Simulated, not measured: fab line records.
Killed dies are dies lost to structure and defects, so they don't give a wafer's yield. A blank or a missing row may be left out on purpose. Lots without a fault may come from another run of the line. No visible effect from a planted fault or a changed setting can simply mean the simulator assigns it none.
Struck lot and sound lot, side by side || flow sfq-line || 13 out of 325 route steps
Sound: wafers L529.2, L529.3, L529.6. The struck wafers were L547.3, L547.4. Last of all comes the cause.
Each step with rows lists, per side, the tool, then ch with its chambers, then its first start. Under that, the readings that differ: sound wafers || struck wafers || difference of the means || sigmas: that difference in standard deviations of wafers without a fault.
alike: words and numbers the same on both sides, and readings whose means are apart by under 2 such deviations; not compared: readings that were withheld, readings missing a value for some wafer, numbers with overlapping values and no deviation given by the record, and bounds like >300 which may hide the same value.
A row with sigmas, a row that says differs or no value, or rows on one side alone: a step with any of these is where the two part. Non-overlapping numbers with no deviation appear without sigmas and do not part them. A reading that every wafer of one side lacks parts them only if that side has two wafers or more.

SFQ_INCOMING_BOW_MEAS_900:
  sound on film-metro-02, day 1 20:01; struck on film-metro-03, day 5 14:02
  alike: INCOMING_BOW
then, 1 step without rows for these wafers: SFQ_TRILAYER_INCOMING_OXIDATION_002 (target thk 500 nm, ox time 4939 s).
SFQ_TRILAYER_L0_DEP_SPUTTER_003: material MoNx KI, target thk 40 nm, time 100 s.
  sound on pvd-sputter-05, day 1 22:29; struck on pvd-sputter-03, day 5 16:29
{"reading": "model.MoNx_KI_of_TRILAYER_L0_DEP_SPUTTER_003.thk-nm (nm)", "sound": "39.82 39.79 40.02", "struck": "41.88 41.61", "difference": "+1.87", "sigmas": ""}
  alike: throttle-valve-pct
SFQ_L0_RS_MEAS_901: a four-point-probe measurement.
  sound on film-metro-01, day 1 22:35; struck on film-metro-01, day 5 16:36
{"reading": "L0_MONX_KI_RS (ohm/sq)", "sound": "43.7 43.7 43.4", "struck": "41.6 41.9", "difference": -1.9, "sigmas": -4}
  not compared: hold
SFQ_L0_THK_MEAS_902: measures by xrf.
  sound on film-metro-01, day 1 22:41; struck on film-metro-01, day 5 16:56
{"reading": "L0_MONX_KI_THK (nm)", "sound": "39.5 39.3 39.6", "struck": "41.8 41.6", "difference": "+2.2", "sigmas": "+5"}
  not compared: hold
then, 5 steps without rows for these wafers: SFQ_TRILAYER_L0_LITHO_COAT_005 (resist thk 600 nm); SFQ_TRILAYER_L0_LITHO_SOFTBAKE_009; SFQ_TRILAYER_L0_LITHO_EXPOSE_006 (exposes mask L0, target cd 2000 nm); SFQ_TRILAYER_L0_LITHO_PEB_008 (peb time 60 s); SFQ_TRILAYER_L0_LITHO_DEVELOP_007 (time 60 s).
-- the record jumps here: 3 days lie between the struck wafers' starts before and after --
SFQ_TRILAYER_L0_BARC_OPEN_METAL_ETCH_010: etches BARC in O2, target depth 125 nm, time 41.7 s.
  sound on rie-metal-02 ch 0,1, day 4 22:13; struck on rie-metal-03 ch 0,1, day 9 01:57
  alike: drypump-motor-current-A, oes-product-au
  not compared: rf-hours-counter-h
SFQ_TRILAYER_L0_ETCH_METAL_ETCH_008: etches MoNx KI in SF6/O2, stops on SiO2, target depth 50 nm, time 25 s.
  sound on rie-metal-02 ch 0,1, day 4 22:16; struck on rie-metal-03 ch 0,1, day 9 02:01
{"reading": "oes-product-au (a.u.)", "sound": "0.872 0.876 0.877", "struck": "0.898 0.892", "difference": "+0.020", "sigmas": "+3"}
  alike: drypump-motor-current-A
  not compared: rf-hours-counter-h
SFQ_TRILAYER_L0_STRIP_STRIP_009: strips in O2.
  sound on rie-metal-02 ch 0,1, day 4 22:19; struck on rie-metal-03 ch 0,1, day 9 02:14
  alike: drypump-motor-current-A, oes-product-au
  not compared: rf-hours-counter-h

== WHERE THEY PART ==
Last at SFQ_TRILAYER_L0_ETCH_METAL_ETCH_008 as far as this record goes, first at SFQ_L0_RS_MEAS_901. Later steps at which nothing parts them and some readings are alike: SFQ_TRILAYER_L0_STRIP_STRIP_009.

WHY: what the simulator had put in
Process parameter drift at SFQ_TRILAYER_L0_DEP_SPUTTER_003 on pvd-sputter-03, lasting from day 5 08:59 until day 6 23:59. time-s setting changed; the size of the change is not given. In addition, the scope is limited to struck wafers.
